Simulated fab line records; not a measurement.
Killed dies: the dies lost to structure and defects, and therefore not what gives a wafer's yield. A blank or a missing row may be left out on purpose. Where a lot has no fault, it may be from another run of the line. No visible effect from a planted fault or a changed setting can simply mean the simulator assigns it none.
fab line records    flow sky130
record lots=13  wafers=39  last-day=50
route steps=708 shown FIELD_ISO@3 NWELL@67 VT_ADJUST_LVTN@104 PAD_OPEN@708
lots that met no fault: taken from a fault-free run of the same line
start-h: hours from the record's opening day to when the first of the lot's shown wafers began    wait-h: hours since the lot's step before    " identical to the entry in the row above    L1.1+2: a row that stands for several wafers    - value missing, or start not given    * or withheld: withheld    < > ~ a bound
route shown NAME@n: a module of which the file shows steps, and the number in the route of the first    usual: average and standard deviation across the fault-free wafers    same: alike in all rows    chamber/n: place in a boat    sites: each site's reading    _std_site: their standard deviation    _edge_site: mean of outer sites minus mean of inner sites    radius-mm: how far each site lies from the wafer's centre    mask NAME#n: copy n    behind: the last tool/chamber to shape the wafer    hold: the reason the lot was held/the length of the hold in hours/how it ended    device: the transistor (n, p or np) that didn't switch    end of line: the tests these same wafers got at the end of their route    where a step has no rows: the recipe by itself    killed: the dies lost at the first sort to structure and to defects; this is not the yield of the wafer    map: the dies of a wafer, with x for killed, . for not killed, _ for no die there
set.NAME: the setting as run; set.NAME@STEP: as run at that earlier step    model.NAME: the simulator's own value behind a step, which no gauge read
steps of the route over a sample of lots; a table a step, a row a wafer
services: a tool's chamber out of use, with start hour (start-h, from the record's first day; less than 0 if before it), hours out, and reason
## steps
# step SKY_FIELD_ISO_THK_MEAS_02
# recipe reads=SiO2_of_FIELD_ISO_OXIDATION_01
# usual FIELD_ISO_OXIDATION_00_THK=11.47/0.2
lot.wafer  tool           chamber  start-h  wait-h  FIELD_ISO_OXIDATION_00_THK[nm]
L274.2     film-metro-04  -        17.35    0.0     11.66
L274.3     "              -        "        "       11.51
L274.5     "              -        "        "       11.39
L276.2     film-metro-04  -        27.25    0.0     11.38
L276.4     "              -        "        "       11.44
L276.6     "              -        "        "       11.44
L277.1     film-metro-04  -        31.74    0.0     11.69
L277.5     "              -        "        "       11.56
L277.6     "              -        "        "       11.71
L278.1     film-metro-01  -        36.63    0.0     11.97
L278.3     "              -        "        "       11.74
L278.4     "              -        "        "       11.85
L279.3     film-metro-01  -        43.27    0.0     11.53
L279.4     "              -        "        "       11.23
L279.5     "              -        "        "       11.58
L280.1     film-metro-03  -        47.40    0.0     11.62
L280.4     "              -        "        "       11.59
L280.6     "              -        "        "       11.80
L281.3     film-metro-03  -        51.65    0.0     11.37
L281.4     "              -        "        "       11.30
L281.6     "              -        "        "       11.51
L282.2     film-metro-04  -        57.30    0.0     11.59
L282.4     "              -        "        "       11.71
L282.5     "              -        "        "       11.52
L286.4     film-metro-03  -        78.24    0.0     11.61
L286.5     "              -        "        "       11.34
L286.6     "              -        "        "       11.54
L288.2     film-metro-03  -        86.74    0.0     11.04
L288.4     "              -        "        "       10.95
L288.6     "              -        "        "       10.81
L291.4     film-metro-04  -        104.33   0.0     11.38
L291.5     "              -        "        "       11.27
L291.6     "              -        "        "       11.37
L294.1     film-metro-03  -        117.26   0.0     11.55
L294.4     "              -        "        "       11.60
L294.5     "              -        "        "       11.75
L295.2     film-metro-04  -        123.47   0.0     11.48
L295.3     "              -        "        "       11.63
L295.4     "              -        "        "       11.48
# step SKY_FIELD_ISO_ETCH_17
# recipe target-depth-a=3420  mask-material=Si3N4  chemistry=HBr/Cl2/O2  target=Si  taper-deg=5  icp-w=600  bias-w=150  pressure-mtorr=15  HBr_flow_sccm=150  Cl2_flow_sccm=40  O2_flow_sccm=6  time-s=97.7
# usual drypump-motor-current-A=5.6/0.38  oes-product-au=1.002/0.0082  rf-fwd-power-W=596.3/2.5  throttle-valve-pct=25.657/0.0097
lot.wafer  tool       chamber  start-h  wait-h  drypump-motor-current-A  oes-product-au  rf-fwd-power-W  rf-hours-counter-h  throttle-valve-pct
L274.2     rie-si-02  0        34.94    0.1     5.9                      0.993           599.3           89                  25.662
L274.3     "          1        "        "       5.7                      0.999           593.7           67                  25.637
L274.5     "          1        "        "       5.7                      0.992           595.6           -                   25.663
L276.2     rie-si-01  3        43.96    0.1     4.8                      1.009           597.3           20                  25.648
L276.4     "          3        "        "       4.8                      1.004           596.6           -                   25.640
L276.6     "          0        "        "       5.3                      0.995           599.4           -                   25.661
L277.1     rie-si-02  2        51.31    0.1     5.4                      1.002           598.7           2                   25.675
L277.5     "          2        "        "       5.4                      0.993           597.8           -                   25.658
L277.6     "          1        "        "       5.6                      0.997           596.5           -                   25.651
L278.1     rie-si-01  0        57.40    0.1     5.3                      0.995           594.8           45                  25.657
L278.3     "          3        "        "       4.8                      1.007           599.2           20                  25.645
L278.4     "          2        "        "       6.0                      1.012           599.7           21                  25.661
L279.3     rie-si-02  0        60.94    0.0     5.8                      0.998           597.4           89                  25.663
L279.4     "          3        "        "       5.9                      0.997           596.7           60                  25.657
L279.5     "          0        "        "       5.8                      0.997           600.0           -                   25.647
L280.1     rie-si-01  1        65.31    0.1     5.8                      1.001           599.7           0                   25.658
L280.4     "          0        "        "       5.3                      1.003           597.6           45                  25.647
L280.6     "          2        "        "       6.0                      1.010           595.2           -                   25.655
L281.3     rie-si-02  0        69.30    0.0     5.9                      1.003           593.6           89                  25.650
L281.4     "          1        "        "       5.6                      1.012           596.0           67                  25.655
L281.6     "          0        "        "       5.9                      0.999           593.4           -                   25.665
L282.2     rie-si-01  2        77.61    0.1     6.1                      1.014           597.4           21                  25.655
L282.4     "          3        "        "       4.8                      1.011           596.7           20                  25.640
L282.5     "          3        "        "       4.8                      1.003           598.9           -                   25.654
L286.4     rie-si-01  2        96.45    0.0     6.0                      1.008           598.8           22                  25.650
L286.5     "          0        "        "       5.3                      0.999           596.7           -                   25.657
L286.6     "          3        "        "       4.8                      1.009           594.3           -                   25.643
L288.2     rie-si-02  2        111.24   0.1     5.4                      0.938           501.5           3                   25.708
L288.4     "          3        "        "       5.8                      0.989           594.4           60                  25.660
L288.6     "          1        "        "       5.6                      1.008           595.9           -                   25.675
L291.4     rie-si-01  1        125.31   0.0     5.8                      1.007           598.0           1                   25.649
L291.5     "          2        "        "       6.0                      1.007           597.0           -                   25.655
L291.6     "          3        "        "       4.8                      1.016           595.8           -                   25.639
L294.1     rie-si-01  1        138.64   0.1     5.8                      1.010           597.4           1                   25.656
L294.4     "          2        "        "       6.0                      1.029           600.1           22                  25.656
L294.5     "          2        "        "       6.0                      1.012           598.7           -                   25.640
L295.2     rie-si-01  1        145.50   0.1     5.8                      1.003           601.3           1                   25.657
L295.3     "          2        "        "       6.0                      1.005           595.8           22                  25.660
L295.4     "          3        "        "       4.8                      1.009           598.9           21                  25.645
# step SKY_NWELL_STRIP_14
# recipe chemistry=O2/N2  power-w=1400  pressure-mtorr=1500  platen-temp-c=withheld  o2-flow-sccm=3000  n2-flow-sccm=300  overash-fraction=0.5
# usual drypump-motor-current-A=6.0/0.3  oes-product-au=0.722/0.0045  strip-time-to-endpoint-s=36.89/0.11
lot.wafer  tool             chamber  start-h  wait-h  drypump-motor-current-A  oes-product-au  rf-hours-counter-h  strip-time-to-endpoint-s
L274.2     plasma-asher-01  0        92.72    0.1     5.6                      0.718           43                  36.90
L274.3     "                0        "        "       5.6                      0.725           -                   36.80
L274.5     "                1        "        "       6.1                      0.720           -                   36.89
L276.2     plasma-asher-01  0        100.37   0.1     5.6                      0.720           43                  36.79
L276.4     "                0        "        "       5.6                      0.719           -                   36.97
L276.6     "                0        "        "       5.6                      0.729           -                   36.88
L277.1     plasma-asher-02  0        107.92   0.1     5.6                      0.727           43                  36.91
L277.5     "                0        "        "       5.6                      0.725           -                   36.83
L277.6     "                1        "        "       5.7                      0.720           -                   36.87
L278.1     plasma-asher-03  0        114.17   0.1     6.4                      0.718           27                  36.73
L278.3     "                1        "        "       6.0                      0.724           -                   36.71
L278.4     "                0        "        "       6.4                      0.719           -                   36.75
L279.3     plasma-asher-02  1        120.09   0.1     5.7                      0.725           -                   37.01
L279.4     "                0        "        "       5.6                      0.727           -                   36.96
L279.5     "                0        "        "       5.6                      0.722           -                   37.09
L280.1     plasma-asher-03  1        124.88   0.1     6.0                      0.723           29                  36.77
L280.4     "                0        "        "       6.4                      0.725           -                   36.95
L280.6     "                1        "        "       6.0                      0.725           -                   36.76
L281.3     plasma-asher-03  1        131.05   0.1     6.0                      0.716           -                   36.99
L281.4     "                0        "        "       6.4                      0.721           -                   36.78
L281.6     "                0        "        "       6.4                      0.719           -                   36.78
L282.2     plasma-asher-03  1        138.64   0.1     6.0                      0.726           30                  37.14
L282.4     "                1        "        "       6.0                      0.722           -                   37.08
L282.5     "                0        "        "       6.4                      0.724           -                   37.12
L286.4     plasma-asher-01  0        165.25   0.1     5.6                      0.723           -                   36.67
L286.5     "                1        "        "       6.1                      0.720           -                   36.78
L286.6     "                0        "        "       5.6                      0.720           -                   36.75
L288.2     plasma-asher-01  1        177.36   0.1     6.0                      0.724           51                  37.08
L288.4     "                1        "        "       6.0                      0.722           -                   36.96
L288.6     "                1        "        "       6.0                      0.718           -                   37.02
L291.4     plasma-asher-03  1        193.04   0.1     6.0                      0.730           -                   36.80
L291.5     "                0        "        "       6.4                      0.722           -                   36.81
L291.6     "                1        "        "       6.0                      0.727           -                   36.81
L294.1     plasma-asher-03  1        214.07   0.1     6.0                      0.726           38                  36.75
L294.4     "                0        "        "       6.4                      0.726           -                   36.83
L294.5     "                1        "        "       6.0                      0.717           -                   36.76
L295.2     plasma-asher-01  1        217.87   0.1     6.0                      0.732           55                  36.89
L295.3     "                0        "        "       5.6                      0.722           -                   36.87
L295.4     "                1        "        "       6.0                      0.726           -                   36.90
# step SKY_VT_ADJUST_LVTN_OVL_MEAS_07
# usual VT_ADJUST_LVTN_OVL=0.1/1.7
lot.wafer  tool        chamber  start-h  wait-h  VT_ADJUST_LVTN_OVL[nm]
L274.2     overlay-02  -        146.05   -       -0.7
L274.3     "           -        "        "       -1.4
L274.5     "           -        "        "       -1.1
L276.2     overlay-01  -        157.89   -       0.4
L276.4     "           -        "        "       0.0
L276.6     "           -        "        "       0.3
L277.1     overlay-02  -        166.39   -       1.1
L277.5     "           -        "        "       0.6
L277.6     "           -        "        "       0.1
L278.1     overlay-01  -        171.23   -       0.4
L278.3     "           -        "        "       3.1
L278.4     "           -        "        "       1.5
L279.3     overlay-01  -        179.99   -       0.1
L279.4     "           -        "        "       -0.2
L279.5     "           -        "        "       1.1
L280.1     overlay-01  -        185.79   -       2.3
L280.4     "           -        "        "       -1.2
L280.6     "           -        "        "       1.3
L281.3     overlay-01  -        192.09   -       -0.3
L281.4     "           -        "        "       1.4
L281.6     "           -        "        "       0.6
L282.2     overlay-02  -        200.69   -       1.5
L282.4     "           -        "        "       2.8
L282.5     "           -        "        "       2.9
L286.4     overlay-01  -        231.25   -       1.3
L286.5     "           -        "        "       1.5
L286.6     "           -        "        "       1.3
L288.2     overlay-01  -        245.04   -       -1.1
L288.4     "           -        "        "       -0.2
L288.6     "           -        "        "       -0.8
L291.4     overlay-02  -        262.55   -       -0.3
L291.5     "           -        "        "       -1.5
L291.6     "           -        "        "       -0.4
L294.1     overlay-02  -        286.23   -       -2.3
L294.4     "           -        "        "       -1.9
L294.5     "           -        "        "       -4.5
L295.2     overlay-02  -        290.64   -       -2.8
L295.3     "           -        "        "       -2.3
L295.4     "           -        "        "       -1.2
# step SKY_PAD_OPEN_PROBE_99
# usual killed_at_M0_to_M3=44/7  killed_at_M4_up=3.2/2  killed-at-contacts=25/5.3  killed-at-front-end=15/4.3  killed-at-other=0.3/0.54  killed-dies=86/8.7  killed-open=47/6.4  killed-short=39/5.6
# same gross-dies=492  killed-at-back-side=0
lot.wafer  tool       chamber  start-h  wait-h  killed_at_M0_to_M3  killed_at_M4_up  killed-at-contacts  killed-at-front-end  killed-at-other  killed-dies  killed-open  killed-short
L274.2     prober-02  -        1075.77  0.1     52                  2                19                  5                    0                78           39           38
L274.3     prober-02  -        1075.82  0.2     50                  2                26                  15                   0                93           53           40
L274.5     prober-02  -        1075.92  0.2     44                  6                27                  21                   0                98           55           43
L276.2     prober-02  -        1091.26  0.1     36                  3                31                  11                   1                82           41           39
L276.4     prober-02  -        1091.36  0.2     47                  6                17                  15                   1                86           37           48
L276.6     prober-02  -        1091.46  0.2     53                  3                28                  13                   1                98           51           45
L277.1     prober-01  -        1102.29  0.1     31                  4                28                  14                   0                77           50           27
L277.5     prober-01  -        1102.49  0.2     49                  6                27                  16                   0                98           46           52
L277.6     prober-01  -        1102.54  0.2     47                  2                23                  13                   0                85           47           38
L278.1     prober-02  -        1103.81  0.1     42                  2                21                  21                   0                86           40           46
L278.3     prober-02  -        1103.91  0.2     47                  3                22                  12                   1                85           45           39
L278.4     prober-02  -        1103.96  0.2     37                  3                21                  17                   0                78           44           34
L279.3     prober-01  -        1110.40  0.2     33                  5                22                  6                    0                66           35           31
L279.4     prober-01  -        1110.45  0.2     45                  7                19                  14                   0                85           46           39
L279.5     prober-01  -        1110.50  0.2     34                  3                12                  17                   0                66           35           31
L280.1     prober-02  -        1117.21  0.1     42                  6                23                  15                   0                86           48           38
L280.4     prober-02  -        1117.36  0.2     51                  1                15                  10                   1                78           45           33
L280.6     prober-02  -        1117.46  0.2     35                  8                17                  18                   0                78           44           34
L281.3     prober-01  -        1117.74  0.2     30                  2                29                  18                   0                79           43           36
L281.4     prober-01  -        1117.79  0.2     40                  2                30                  19                   0                91           45           46
L281.6     prober-01  -        1117.89  0.2     40                  2                26                  17                   1                86           48           38
L282.2     prober-02  -        1134.99  0.1     50                  2                18                  13                   0                83           45           38
L282.4     prober-02  -        1135.09  0.2     51                  4                30                  15                   0                100          58           42
L282.5     prober-02  -        1135.14  0.2     48                  3                28                  11                   0                90           48           42
L286.4     prober-02  -        1150.14  0.2     29                  6                25                  11                   1                72           28           43
L286.5     prober-02  -        1150.19  0.2     47                  5                26                  7                    0                85           45           40
L286.6     prober-02  -        1150.24  0.2     38                  2                29                  14                   1                84           45           37
L288.2     prober-01  -        1166.30  0.1     44                  3                20                  20                   0                87           45           40
L288.4     prober-01  -        1166.40  0.2     37                  4                21                  19                   1                82           45           35
L288.6     prober-01  -        1166.50  0.2     38                  2                17                  15                   1                73           40           33
L291.4     prober-01  -        1178.50  0.2     54                  6                24                  13                   0                97           44           53
L291.5     prober-01  -        1178.55  0.2     52                  6                26                  13                   0                97           52           45
L291.6     prober-01  -        1178.60  0.2     38                  10               33                  10                   0                91           54           37
L294.1     prober-02  -        1191.90  0.1     45                  7                18                  17                   1                88           39           49
L294.4     prober-02  -        1192.05  0.2     42                  3                24                  16                   0                85           46           39
L294.5     prober-02  -        1192.10  0.2     51                  0                27                  12                   0                90           43           47
L295.2     prober-02  -        1198.41  0.1     33                  0                30                  17                   2                82           48           31
L295.3     prober-02  -        1198.46  0.2     42                  5                19                  14                   0                80           35           45
L295.4     prober-02  -        1198.51  0.2     46                  5                28                  11                   0                90           53           37
# killed by level:class
L274.2 VIA1:geometric-particle:open=11 METAL2:geometric-particle:short=7 CONTACT:geometric-particle:open=7 METAL1:geometric-particle:short=7 VIA1:geometric-particle:short=7 VIA2:geometric-particle:open=5 VIA3:geometric-particle:open=5 LI_CONTACT:geometric-particle:open=4
L274.3 VIA1:geometric-particle:open=11 LI_CONTACT:geometric-particle:open=10 CONTACT:geometric-particle:open=7 VIA3:geometric-particle:open=7 METAL1:geometric-particle:short=7 VIA1:geometric-particle:short=6 POLY_GATE:geometric-particle:short=6 VIA2:geometric-particle:open=6
L274.5 VIA1:geometric-particle:open=10 CONTACT:geometric-particle:open=9 LI_CONTACT:geometric-particle:open=8 METAL1:geometric-particle:short=7 VIA1:geometric-particle:short=7 VIA2:geometric-particle:open=6 VIA3:geometric-particle:open=6 POLY_GATE:geometric-particle:open=5
L276.2 CONTACT:geometric-particle:open=10 VIA1:geometric-particle:open=10 CONTACT:geometric-particle:short=7 LI_CONTACT:geometric-particle:open=6 VIA2:geometric-particle:open=6 FIELD_ISO:geometric-particle:short=4 LOCAL_INTERCONNECT:geometric-particle:short=4 METAL1:geometric-particle:short=4
L276.4 VIA1:geometric-particle:open=10 VIA1:geometric-particle:short=8 FIELD_ISO:geometric-particle:short=7 CONTACT:geometric-particle:open=6 CONTACT:geometric-particle:short=5 METAL1:geometric-particle:short=5 VIA2:geometric-particle:open=5 VIA3:geometric-particle:open=5
L276.6 VIA2:geometric-particle:open=12 LI_CONTACT:geometric-particle:open=11 CONTACT:geometric-particle:open=9 VIA3:geometric-particle:short=7 VIA1:geometric-particle:open=6 CONTACT:geometric-particle:short=6 METAL2:geometric-particle:short=6 METAL3:geometric-particle:short=5
L277.1 CONTACT:geometric-particle:open=12 LI_CONTACT:geometric-particle:open=8 VIA1:geometric-particle:open=8 METAL2:geometric-particle:short=5 VIA3:geometric-particle:open=5 POLY_GATE:geometric-particle:open=4 CONTACT:geometric-particle:short=4 FIELD_ISO:geometric-particle:open=3
L277.5 CONTACT:geometric-particle:open=9 LI_CONTACT:geometric-particle:open=7 METAL2:geometric-particle:short=7 FIELD_ISO:geometric-particle:short=6 VIA3:geometric-particle:open=5 METAL4:geometric-particle:short=5 LOCAL_INTERCONNECT:geometric-particle:short=5 VIA2:geometric-particle:open=5
L277.6 CONTACT:geometric-particle:open=10 METAL2:geometric-particle:short=8 VIA2:geometric-particle:open=7 METAL3:geometric-particle:short=7 LI_CONTACT:geometric-particle:open=6 METAL1:geometric-particle:short=5 VIA1:geometric-particle:open=5 FIELD_ISO:geometric-particle:open=4
L278.1 VIA1:geometric-particle:short=11 LI_CONTACT:geometric-particle:open=8 FIELD_ISO:geometric-particle:short=7 POLY_GATE:geometric-particle:open=7 CONTACT:geometric-particle:open=6 METAL2:geometric-particle:short=5 VIA2:geometric-particle:open=5 METAL3:geometric-particle:short=5
L278.3 CONTACT:geometric-particle:open=10 VIA1:geometric-particle:open=10 VIA2:geometric-particle:open=7 METAL2:geometric-particle:short=7 LI_CONTACT:geometric-particle:open=6 FIELD_ISO:geometric-particle:short=4 VIA3:geometric-particle:open=4 VIA1:geometric-particle:short=4
L278.4 VIA1:geometric-particle:open=12 CONTACT:geometric-particle:open=8 LI_CONTACT:geometric-particle:open=6 FIELD_ISO:geometric-particle:open=5 POLY_GATE:geometric-particle:open=5 METAL1:geometric-particle:short=5 METAL2:geometric-particle:short=5 FIELD_ISO:geometric-particle:short=4
L279.3 CONTACT:geometric-particle:open=11 METAL1:geometric-particle:short=5 VIA1:geometric-particle:open=5 VIA3:geometric-particle:open=5 LI_CONTACT:geometric-particle:open=4 CONTACT:geometric-particle:short=4 METAL2:geometric-particle:short=4 VIA2:geometric-particle:short=4
L279.4 VIA2:geometric-particle:open=10 VIA1:geometric-particle:open=9 LI_CONTACT:geometric-particle:open=8 CONTACT:geometric-particle:open=7 METAL4:geometric-particle:short=7 POLY_GATE:geometric-particle:short=5 VIA2:geometric-particle:short=5 METAL1:geometric-particle:short=5
L279.5 METAL1:geometric-particle:short=10 VIA2:geometric-particle:open=7 FIELD_ISO:geometric-particle:short=5 CONTACT:geometric-particle:open=5 VIA1:geometric-particle:open=5 FIELD_ISO:geometric-particle:open=4 POLY_GATE:geometric-particle:open=4 LI_CONTACT:geometric-particle:open=4
L280.1 VIA1:geometric-particle:open=10 CONTACT:geometric-particle:open=9 VIA3:geometric-particle:open=9 METAL2:geometric-particle:short=7 POLY_GATE:geometric-particle:short=5 METAL4:geometric-particle:short=5 METAL1:geometric-particle:short=5 VIA2:geometric-particle:open=5
L280.4 VIA1:geometric-particle:open=11 VIA3:geometric-particle:open=10 METAL2:geometric-particle:short=6 CONTACT:geometric-particle:open=6 METAL1:geometric-particle:short=5 VIA2:geometric-particle:open=5 VIA2:geometric-particle:short=4 FIELD_ISO:geometric-particle:open=3
L280.6 VIA1:geometric-particle:open=8 METAL2:geometric-particle:short=7 POLY_GATE:geometric-particle:open=6 VIA2:geometric-particle:open=6 LOCAL_INTERCONNECT:geometric-particle:short=5 CONTACT:geometric-particle:open=5 FIELD_ISO:geometric-particle:open=4 POLY_GATE:geometric-particle:short=4
L281.3 LI_CONTACT:geometric-particle:open=8 CONTACT:geometric-particle:short=6 CONTACT:geometric-particle:open=6 VIA1:geometric-particle:open=6 VIA3:geometric-particle:open=6 FIELD_ISO:geometric-particle:short=5 LOCAL_INTERCONNECT:geometric-particle:short=5 FIELD_ISO:geometric-particle:open=4
L281.4 LI_CONTACT:geometric-particle:open=11 CONTACT:geometric-particle:open=8 VIA1:geometric-particle:open=8 METAL1:geometric-particle:short=7 METAL2:geometric-particle:short=6 POLY_GATE:geometric-particle:short=5 VIA3:geometric-particle:open=5 FIELD_ISO:geometric-particle:short=4
L281.6 VIA1:geometric-particle:open=10 VIA2:geometric-particle:open=8 CONTACT:geometric-particle:open=8 LI_CONTACT:geometric-particle:open=7 METAL2:geometric-particle:short=6 CONTACT:geometric-particle:short=5 FIELD_ISO:geometric-particle:open=3 LI_CONTACT:geometric-particle:short=3
L282.2 VIA1:geometric-particle:open=13 VIA3:geometric-particle:open=8 VIA1:geometric-particle:short=6 LI_CONTACT:geometric-particle:short=5 METAL1:geometric-particle:short=5 VIA2:geometric-particle:open=5 CONTACT:geometric-particle:open=4 METAL2:geometric-particle:short=4
L282.4 VIA1:geometric-particle:open=15 CONTACT:geometric-particle:open=10 LI_CONTACT:geometric-particle:open=8 METAL1:geometric-particle:short=6 POLY_GATE:geometric-particle:open=5 VIA3:geometric-particle:open=5 VIA1:geometric-particle:short=5 LOCAL_INTERCONNECT:geometric-particle:short=4
L282.5 VIA1:geometric-particle:open=13 CONTACT:geometric-particle:open=8 VIA3:geometric-particle:short=7 METAL1:geometric-particle:short=7 CONTACT:geometric-particle:short=6 LI_CONTACT:geometric-particle:open=5 VIA3:geometric-particle:open=5 VIA2:geometric-particle:open=5
L286.4 LOCAL_INTERCONNECT:geometric-particle:short=8 CONTACT:geometric-particle:open=7 VIA1:geometric-particle:open=6 METAL4:geometric-particle:short=4 CONTACT:geometric-particle:short=4 METAL2:geometric-particle:short=4 VIA2:geometric-particle:short=4 FIELD_ISO:geometric-particle:open=3
L286.5 VIA1:geometric-particle:open=12 CONTACT:geometric-particle:open=12 METAL2:geometric-particle:short=9 VIA2:geometric-particle:open=6 LI_CONTACT:geometric-particle:open=5 CONTACT:geometric-particle:short=5 METAL1:geometric-particle:short=4 VIA1:geometric-particle:short=4
L286.6 CONTACT:geometric-particle:open=10 VIA1:geometric-particle:open=8 CONTACT:geometric-particle:short=7 VIA3:geometric-particle:open=7 LI_CONTACT:geometric-particle:open=6 VIA2:geometric-particle:short=6 POLY_GATE:geometric-particle:open=5 METAL2:geometric-particle:short=5
L288.2 VIA1:geometric-particle:open=13 LI_CONTACT:geometric-particle:open=7 METAL1:geometric-particle:short=7 FIELD_ISO:geometric-particle:open=6 METAL2:geometric-particle:short=6 FIELD_ISO:geometric-particle:short=4 VIA1:geometric-particle:short=4 LOCAL_INTERCONNECT:geometric-particle:short=4
L288.4 VIA1:geometric-particle:open=12 METAL2:geometric-particle:short=7 FIELD_ISO:geometric-particle:open=6 LI_CONTACT:geometric-particle:open=6 LOCAL_INTERCONNECT:geometric-particle:short=5 VIA2:geometric-particle:open=5 CONTACT:geometric-particle:open=5 VIA3:geometric-particle:open=5
L288.6 VIA1:geometric-particle:open=13 VIA3:geometric-particle:open=7 METAL2:geometric-particle:short=6 FIELD_ISO:geometric-particle:open=5 CONTACT:geometric-particle:open=5 LI_CONTACT:geometric-particle:open=4 LOCAL_INTERCONNECT:geometric-particle:short=4 FIELD_ISO:geometric-particle:short=3
L291.4 VIA1:geometric-particle:open=15 METAL1:geometric-particle:short=8 VIA1:geometric-particle:short=8 CONTACT:geometric-particle:open=6 VIA2:geometric-particle:open=6 VIA3:geometric-particle:short=6 LI_CONTACT:geometric-particle:short=5 LI_CONTACT:geometric-particle:open=5
L291.5 VIA1:geometric-particle:open=14 VIA2:geometric-particle:open=8 CONTACT:geometric-particle:open=7 METAL1:geometric-particle:short=7 VIA3:geometric-particle:open=6 LI_CONTACT:geometric-particle:open=6 LI_CONTACT:geometric-particle:short=5 CONTACT:geometric-particle:short=5
L291.6 LI_CONTACT:geometric-particle:open=11 VIA1:geometric-particle:open=9 VIA3:geometric-particle:open=9 VIA2:geometric-particle:open=9 METAL4:geometric-particle:short=8 CONTACT:geometric-particle:short=6 CONTACT:geometric-particle:open=6 FIELD_ISO:geometric-particle:short=4
L294.1 METAL1:geometric-particle:short=10 CONTACT:geometric-particle:open=7 VIA1:geometric-particle:open=7 FIELD_ISO:geometric-particle:open=6 METAL4:geometric-particle:short=6 FIELD_ISO:geometric-particle:short=5 VIA3:geometric-particle:short=5 VIA3:geometric-particle:open=5
L294.4 VIA1:geometric-particle:open=12 METAL1:geometric-particle:short=8 FIELD_ISO:geometric-particle:open=6 CONTACT:geometric-particle:open=6 VIA2:geometric-particle:open=6 LI_CONTACT:geometric-particle:open=5 CONTACT:geometric-particle:short=5 POLY_GATE:geometric-particle:open=4
L294.5 VIA1:geometric-particle:open=12 METAL1:geometric-particle:short=11 LOCAL_INTERCONNECT:geometric-particle:short=8 CONTACT:geometric-particle:open=8 LI_CONTACT:geometric-particle:open=6 VIA2:geometric-particle:open=6 VIA1:geometric-particle:short=6 METAL2:geometric-particle:short=6
L295.2 CONTACT:geometric-particle:open=15 VIA1:geometric-particle:open=8 FIELD_ISO:geometric-particle:open=6 CONTACT:geometric-particle:short=6 LOCAL_INTERCONNECT:geometric-particle:short=5 METAL2:geometric-particle:open=4 VIA2:geometric-particle:open=4 VIA3:geometric-particle:open=4
L295.3 CONTACT:geometric-particle:short=7 VIA1:geometric-particle:open=7 VIA3:geometric-particle:open=7 VIA1:geometric-particle:short=6 POLY_GATE:geometric-particle:short=5 CONTACT:geometric-particle:open=5 VIA2:geometric-particle:short=5 METAL4:geometric-particle:short=5
L295.4 CONTACT:geometric-particle:open=12 VIA2:geometric-particle:open=11 VIA1:geometric-particle:open=8 LI_CONTACT:geometric-particle:short=5 LI_CONTACT:geometric-particle:open=5 METAL4:geometric-particle:short=5 VIA3:geometric-particle:open=5 SPACER:geometric-particle:open=4
## services
tool             chamber  start-h  hours  kind
rie-si-01        1        25.01    -      clean
rie-si-01        1        25.01    24.0   scheduled-down
rie-si-01        1        25.01    24.0   vent-cycle
plasma-asher-03  -        40.78    34.8   repair
rie-si-01        1        59.03    3.4    repair
plasma-asher-01  -        66.68    4.5    repair
rie-si-01        -        69.21    0.7    repair
plasma-asher-01  -        107.62   2.8    pm
rie-si-02        -        108.02   2.8    pm
plasma-asher-02  -        108.75   9.0    pm
plasma-asher-02  0        108.75   9.0    vent-cycle
plasma-asher-02  1        108.75   9.0    vent-cycle
plasma-asher-02  0        117.75   -      clean
plasma-asher-02  1        117.75   -      clean
plasma-asher-01  -        118.27   3.4    repair
plasma-asher-02  -        128.79   2.8    pm
rie-si-01        -        144.89   0.2    repair
rie-si-02        2        173.13   1.0    repair
## key
first-sign step=SKY_FIELD_ISO_ETCH_17  reading=rf-fwd-power-W  direction=down  sigmas=38  usual=596.3  struck=501.5
effect step=SKY_FIELD_ISO_ETCH_17  reading=oes-product-au  direction=down  sigmas=7.7  usual=1.002  struck=0.938
met-at SKY_FIELD_ISO_ETCH_17
struck-lots L288
struck-wafers L288.2
tester-left-out L288
not-acting-at SKY_FIELD_ISO_THK_MEAS_02,SKY_NWELL_STRIP_14,SKY_VT_ADJUST_LVTN_OVL_MEAS_07
onset-between 51.31 111.24
fault kind=process-parameter-drift  tool=rie-si-02  chamber=2  onset-h=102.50  steps=SKY_FIELD_ISO_ETCH_17  channel=icp-w  offset=-96  shape=step  end-h=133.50  acts-in=these-recipes-only  stated=600
# tester-left-out: of these lots the tester's yield and bins aren't shown, on N5 and GAA mostly nor the transistor test; their killed dies are dies lost to structure and defects alone, not to doping, threshold or leakage, so they don't give the yield
